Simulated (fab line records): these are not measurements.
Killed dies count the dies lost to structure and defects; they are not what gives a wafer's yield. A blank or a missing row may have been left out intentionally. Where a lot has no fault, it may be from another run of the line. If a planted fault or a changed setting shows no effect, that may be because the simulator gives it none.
Which of the tools did it?    flow sky130    11 lots, 33 wafers sampled, at 5 steps of a route of 708

## WHAT THE GAUGES READ, wafer by wafer
SKY_LDD_P_TW_MEAS_11.
lot   measured      on            LDD_P_TW
L729  day 20 01:32  filmMetro-03  653 649 650 650 652 651
L730  day 20 01:41  filmMetro-01  651 651 656 651 651 653
L738  day 22 23:46  filmMetro-02  635 634 631
L741  day 24 01:24  filmMetro-02  626 626 629
L742  day 24 15:12  filmMetro-01  635 636 631
L743  day 24 18:34  filmMetro-02  632 631 629
L744  day 24 23:24  filmMetro-01  634 636 635
L745  day 25 08:36  filmMetro-02  630 629 626
L746  day 25 11:42  filmMetro-03  637 632 637
L748  day 26 07:25  filmMetro-02  634 636 634
L751  day 27 07:19  filmMetro-02  627 630 628

SKY_CONTACT_THK_MEAS_03.
lot   measured      on            CONTACT_HDPCVD_THK (nm)
L729  day 31 07:19  filmMetro-01  556 564 550
L730  day 31 08:53  filmMetro-04  559 563 543
L738  day 34 01:50  filmMetro-01  570 558 569
L741  day 34 21:08  filmMetro-03  549 559 561
L742  day 35 08:25  filmMetro-03  571 565 572
L743  day 35 14:05  filmMetro-01  573 569 575
L744  day 35 18:12  filmMetro-01  571 566 562
L745  day 36 01:47  filmMetro-03  545 544 555
L746  day 36 04:33  filmMetro-03  563 555 561
L748  day 36 22:08  filmMetro-03  566 564 568
L751  day 37 21:29  filmMetro-01  567 559 571

## TOOL THAT RAN EACH LOT (tool first, then ch and the chambers of the sampled wafers, then the start)
lot   SKY_FIELD_ISO_STRIP_16              SKY_LDD_P_IMPLANT_09             SKY_LOCAL_INTERCONNECT_STRIP_15
L729  plasmaAsher-03 ch 0,1, day 2 12:13  implanter-01 ch 0, day 20 01:19  plasmaAsher-04 ch 0,1, day 31 06:35
L730  plasmaAsher-04 ch 0,1, day 2 15:17  implanter-01 ch 0, day 20 01:28  plasmaAsher-02 ch 0,1, day 31 07:49
L738  plasmaAsher-03 ch 1, day 4 10:22    implanter-04 ch 0, day 22 23:31  plasmaAsher-03 ch 0,1, day 34 01:04
L741  plasmaAsher-01 ch 0,1, day 5 00:30  implanter-04 ch 0, day 24 01:09  plasmaAsher-04 ch 0,1, day 34 20:22
L742  plasmaAsher-01 ch 0,1, day 5 08:48  implanter-01 ch 0, day 24 14:57  plasmaAsher-02 ch 0,1, day 35 07:37
L743  plasmaAsher-04 ch 0,1, day 5 10:24  implanter-04 ch 0, day 24 18:19  plasmaAsher-04 ch 1, day 35 13:19
L744  plasmaAsher-01 ch 0,1, day 5 16:01  implanter-02 ch 0, day 24 23:11  plasmaAsher-02 ch 0,1, day 35 17:28
L745  plasmaAsher-04 ch 0,1, day 5 21:28  implanter-01 ch 0, day 25 08:23  plasmaAsher-03 ch 0,1, day 36 01:02
L746  plasmaAsher-03 ch 0,1, day 6 02:09  implanter-01 ch 0, day 25 11:27  plasmaAsher-03 ch 0,1, day 36 03:48
L748  plasmaAsher-04 ch 0, day 6 13:40    implanter-04 ch 0, day 26 07:10  plasmaAsher-03 ch 0,1, day 36 21:23
L751  plasmaAsher-04 ch 0, day 7 04:15    implanter-02 ch 0, day 27 07:04  plasmaAsher-03 ch 0,1, day 37 20:44
- SKY_FIELD_ISO_STRIP_16: strips in O2/N2.
- SKY_LDD_P_IMPLANT_09
- SKY_LOCAL_INTERCONNECT_STRIP_15: strips in O2/N2.

## AS READ BY THE TOOLS THEMSELVES (means over the sampled wafers that have a number; for cases with no such wafer, the mark the record gives instead)
SKY_FIELD_ISO_STRIP_16.
lot   tool            drypumpMotorCurrentA (A)  o2FlowSccm (sccm)  oesProductAu (a.u.)  stripTimeToEndpointS (s)
L729  plasmaAsher-03  5.6                       3005               0.382                3.60
L730  plasmaAsher-04  5.5                       3013               0.380                3.57
L738  plasmaAsher-03  5.6                       3005               0.380                3.58
L741  plasmaAsher-01  6.0                       2986               0.376                3.54
L742  plasmaAsher-01  6.0                       3008               0.382                3.57
L743  plasmaAsher-04  5.4                       3008               0.378                3.59
L744  plasmaAsher-01  6.1                       3005               0.381                3.60
L745  plasmaAsher-04  5.5                       2998               0.381                3.63
L746  plasmaAsher-03  5.6                       2996               0.383                3.56
L748  plasmaAsher-04  5.6                       2999               0.379                3.60
L751  plasmaAsher-04  5.6                       3014               0.378                3.58

SKY_LDD_P_IMPLANT_09.
lot   tool          beamEnergyKeV
L729  implanter-01  27.054
L730  implanter-01  27.053
L738  implanter-04  24.992
L741  implanter-04  25.007
L742  implanter-01  25.007
L743  implanter-04  25.001
L744  implanter-02  24.992
L745  implanter-01  25.009
L746  implanter-01  25.006
L748  implanter-04  25.003
L751  implanter-02  25.000

SKY_LOCAL_INTERCONNECT_STRIP_15.
lot   tool            drypumpMotorCurrentA (A)  o2FlowSccm (sccm)  oesProductAu (a.u.)  stripTimeToEndpointS (s)
L729  plasmaAsher-04  5.28                      3009               0.424                4.745
L730  plasmaAsher-02  5.92                      2995               0.425                4.730
L738  plasmaAsher-03  5.53                      3000               0.430                4.744
L741  plasmaAsher-04  5.40                      2990               0.425                4.728
L742  plasmaAsher-02  5.81                      2996               0.426                4.734
L743  plasmaAsher-04  5.11                      2999               0.427                4.725
L744  plasmaAsher-02  5.90                      2989               0.421                4.698
L745  plasmaAsher-03  5.56                      2999               0.423                4.705
L746  plasmaAsher-03  5.51                      3000               0.429                4.737
L748  plasmaAsher-03  5.53                      2989               0.427                4.737
L751  plasmaAsher-03  5.54                      3007               0.429                4.728

## THE ANSWER, worked out from the rows above alone
Rule: what is usual is taken from the lots themselves. Put in order of their means at a reading, lots are off if they are a third of the lots or fewer, leave a main group of 4 or more, and stand apart from it by a gap of 3 or more times the standard deviation of the main group's means; of several such gaps the widest counts. Not used: any main group whose means are identical at the precision the tables above print for the reading. A lot without any number at a reading at which 4 lots or more have one is off too. Any other lot the step has rows for is counted as sound. The gauges are gone through in route order, then the tools' own readings, and for those a lot's mean is taken as printed above. At the first step where some lot is off, the reading lying furthest off is the one used; lots without a number count as furthest.
Off: L729, L730, seen at SKY_LDD_P_TW_MEAS_11 (LDD_P_TW). The main group: mean 632, standard deviation 3.1.
A tool fits if, at a process step before that reading, it ran every lot that is off, and no sound lot after the first of them. The gauges at SKY_LDD_P_TW_MEAS_11 aren't tried: what is off there is off at SKY_LDD_P_IMPLANT_09 too, on other tools, and a gauge's error can't cause that. No candidate that was tried fits.

## WHAT HAD BEEN PUT IN BY THE SIMULATOR
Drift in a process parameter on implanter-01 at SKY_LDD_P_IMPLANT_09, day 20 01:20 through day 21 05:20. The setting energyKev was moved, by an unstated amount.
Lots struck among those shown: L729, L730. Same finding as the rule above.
